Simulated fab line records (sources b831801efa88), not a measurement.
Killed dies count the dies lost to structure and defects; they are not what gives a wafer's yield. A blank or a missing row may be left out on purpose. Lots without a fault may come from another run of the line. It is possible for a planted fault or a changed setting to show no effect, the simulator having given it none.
Problem report in the 8D (eight disciplines) form, filled by code	flow sky130	the parts of the form that need people (team, actions taken, sign-off) are left out

1. WHAT WENT WRONG
Mean of cd_nm at SKY_METAL3_CD_MEAS_13: 353.6 nm across 6 wafers in 2 lots; on wafers with no fault it is 299.7 nm (standard deviation 1.5). Relative to the usual mean, that is a shift of +36 standard deviations.
The step: target cd 300 nm.
First seen on wafer L879.2, day 43 07:24, on cd_sem-01. Wafers with a number at this step in the record: 42, from 14 lots. Rule for "out" (also "out of limits"): further than 4 standard deviations from the usual mean. The other wafers with a number count as sound.

2. WHAT IT IS; WHAT IT IS NOT
question	is	is not
which readings at this step	cd_nm	-
which lots	L879, L882	L864, L865, L866, L867, L869, L870, L871, L874, L878, L881, L886, L887
which wafers of those lots	all that have a number	-
read on which gauges	cd_sem-01, cd_sem-02	-
when	from day 43 07:24	up to then (24 sound wafers); but 12 sound wafers of L878, L881, L886, L887 came after

3. WHAT RULES OUT EACH SUSPECT
Counting: a tool at any process step up to the reading remains a suspect when it ran all the lots that are out and ran no sound lot after the first of those.
- the gauge at SKY_METAL3_CD_MEAS_13: ruled out. The wafers that are out were read on 2 gauges (cd_sem-01, cd_sem-02).
- krf_scanner-02 at SKY_METAL3_EXPOSE_10 (exposes mask MM3, target cd 300 nm): kept. All lots that are out passed through it, beginning with L879 at day 42 19:19, and no sound lot followed; its final sound lot before that point was L870 at day 40 18:08. On those wafers its own readings are out: exposure_dose_mJ_cm2.
The count leaves krf_scanner-02 at SKY_METAL3_EXPOSE_10.

4. THE CAUSE (what the simulator had put in)
Process parameters drifting: krf_scanner-02 at SKY_METAL3_EXPOSE_10, beginning at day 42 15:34. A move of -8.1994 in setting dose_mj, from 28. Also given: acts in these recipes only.
Counting left only this tool.

5. THE EFFECT CHAIN, in route order
Each row: a reading whose mean over the struck wafers that have a number lies more than 3 standard deviations from the usual. Scope: only readings with a usual standard deviation given in the record; hours: median across lots of the time from each lot's start at the first step in this table that gives one to its start at this step; sigmas: change in usual standard deviations.
hours	step	reading	usual	on struck wafers	change	sigmas
0	SKY_METAL3_EXPOSE_10	exposure_dose_mJ_cm2	27.93	20.57	-7.36	-99 or more
12	SKY_METAL3_CD_MEAS_13	cd_nm	299.7 nm	353.6	+53.9	+36
It contains these process steps:
- SKY_METAL3_EXPOSE_10: exposes mask MM3, target cd 300 nm.

6. WHAT WOULD HAVE CAUGHT IT SOONER
The first out-of-limits reading at a measuring or inspecting step in this record came at day 43 07:24, 16 hours after the fault's start at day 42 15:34.
The tool's own readings at SKY_METAL3_EXPOSE_10 were out on every struck wafer that the step has a row for (exposure_dose_mJ_cm2): an alarm limit on them would have fired on the first of those.
Among the 2 lots that are out, L882 began SKY_METAL3_EXPOSE_10 on krf_scanner-02 after day 43 07:24. It would have been spared by a hold on the tool at that moment.
